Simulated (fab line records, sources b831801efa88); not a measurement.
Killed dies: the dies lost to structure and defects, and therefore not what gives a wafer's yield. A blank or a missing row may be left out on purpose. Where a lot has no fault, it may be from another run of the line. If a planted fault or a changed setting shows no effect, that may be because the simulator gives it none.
Struck lot and sound lot, side by side / flow gf180mcu / 20 out of 602 route steps
Sound: wafers L191.1, L191.4, L191.5. The struck wafers were L207.1, L207.3, L207.5. The cause is named last.
Each step with rows lists, per side, the tool, then ch with its chambers, then its first start. Under that, the readings that differ: sound wafers / struck wafers / difference of the means / sigmas: that difference in standard deviations of wafers without a fault.
alike: same words and numbers on both sides, and readings whose means sit less than 2 such deviations apart. not compared: any withheld reading, any reading some wafer has no value for, any bound like >300 that may hide the same value, and any number with overlapping values for which the record gives no deviation.
The two part at a step that has a row with sigmas, a row that says differs or no value, or rows on one side only. Numbers that have no deviation but don't overlap get no sigmas and don't part them. A reading missing from all wafers of one side parts the sides only when that side holds two or more wafers.

GF_V3_CMP_26: polishes, stops on SiO2, t overpolish 15 s, target thk 0 nm.
  sound on cmp-01 ch 0,1,3, day 22 18:32; struck on cmp-01 ch 1,2,3, day 28 02:29
  alike: motor_current_A, overpolish_run_s, time_to_endpoint_s
GF_M4_SPUTTER_00: material Ti, target thk 37.5 nm, time 150 s.
  sound: pvd_sputter-01 at day 22 18:47; struck: pvd_sputter-03 at day 28 02:44
  alike: throttle_valve_pct
GF_M4_SPUTTER_01: material TiN, target thk 30 nm, time 25 s.
  sound: pvd_sputter-01 at day 22 18:53; struck: pvd_sputter-03 at day 28 02:50
  alike: throttle_valve_pct
then, 1 step without rows for these wafers: GF_M4_SPUTTER_02 (material AlCu, target thk 450 nm, time 23.9 s).
GF_M4_SPUTTER_03: material Ti, target thk 10 nm, time 6.7 s.
  sound: pvd_sputter-01 at day 22 18:57; struck: pvd_sputter-03 at day 28 02:54
  alike: throttle_valve_pct
then, 1 step without rows for these wafers: GF_M4_SPUTTER_04 (material TiN, target thk 50 nm, time 41.7 s).
GF_M4_RS_MEAS_05: measurement is done with a four-point probe.
  sound: film_metro-01 at day 22 19:01; struck: film_metro-03 at day 28 02:58
  alike: M4_ALCU_RS
GF_M4_THK_MEAS_06: measures by xrf.
  sound: film_metro-01 at day 22 19:08; struck: film_metro-03 at day 28 03:05
  alike: M4_ALCU_THK
then, 4 steps without rows for these wafers: GF_M4_DEHYDRATE_07 (time 60 s); GF_M4_HMDS_08 (prime time 60 s); GF_M4_COAT_09 (resist thk 1000 nm); GF_M4_SOFTBAKE_10 (time 60 s).
GF_M4_EXPOSE_11: exposes mask Metal4, target cd 280 nm.
  sound on krf_scanner-02 ch 0, day 23 06:33; struck on krf_scanner-02 ch 0, day 28 12:08
reading=exposure_dose_mJ_cm2; sound=27.951 27.959 27.916; struck=28.017 28.012 27.965; difference=+0.056; sigmas=+2
  alike: mask, focus_offset_nm
then, 2 steps without rows for these wafers: GF_M4_PEB_12 (peb time 90 s); GF_M4_DEVELOP_13 (develop time 60 s).
GF_M4_CD_MEAS_14: target cd 280 nm.
  sound: cd_sem-02 at day 23 17:41; struck: cd_sem-01 at day 28 21:29
reading=cd_nm (nm); sound=277.9 278.2 278.4; struck=254.4 260.3 250.1; difference=-23.2; sigmas=-23
GF_M4_OVL_MEAS_15:
  sound: overlay-02 at day 23 17:48; struck: overlay-01 at day 28 21:36
  alike: M4_OVL
GF_M4_METAL_ETCH_16: etches the open film in Cl2/BCl3, stops on SiO2, target depth 627.5 nm, time 104.6 s.
  sound on rie_metal-04 ch 0,1, day 23 17:50; struck on rie_metal-01 ch 0,1, day 28 21:38
reading=drypump_motor_current_A (A); sound=6.41 6.18 6.40; struck=5.51 5.91 5.56; difference=-0.67; sigmas=-2
reading=model.M4.cd_nm (nm); sound=276.5 280.5 279.6; struck=250.7 262.3 241.7; difference=-27.3; sigmas=
  alike: he_backside_leak_sccm, oes_product_au, throttle_valve_pct
  not compared: rf_hours_counter_h
GF_M4_STRIP_17: strips in O2/N2.
  sound on plasma_asher-01 ch 0,1, day 23 17:56; struck on plasma_asher-03 ch 0,1, day 28 21:45
  alike: drypump_motor_current_A, heater_power_w, oes_product_au, strip_time_to_endpoint_s
  not compared: rf_hours_counter_h
-- the record jumps here: 5 days lie between the struck wafers' starts before and after (it left off in module M4 and takes up again in module PASSIVATION, whose first step shown is number 602 of the route) --
GF_PASSIVATION_PROBE_99:
  sound: prober-01 at day 29 07:35; struck: prober-01 at day 33 14:46
reading=model.etest.met4.width_nm (nm); sound=277 279.9 281.7; struck=250.3 263.1 242.9; difference=-27.4; sigmas=
reading=model.etest.met4.line_ohm_um; sound=0.2603 0.2542 0.2561; struck=0.2874 0.2736 0.2995; difference=+0.0300; sigmas=

## WHERE THEY PART
Earliest at GF_M4_EXPOSE_11; latest, in this record, at GF_M4_METAL_ETCH_16. Later steps at which nothing parts them and some readings are alike: GF_M4_STRIP_17.

WHY: the cause the simulator had injected
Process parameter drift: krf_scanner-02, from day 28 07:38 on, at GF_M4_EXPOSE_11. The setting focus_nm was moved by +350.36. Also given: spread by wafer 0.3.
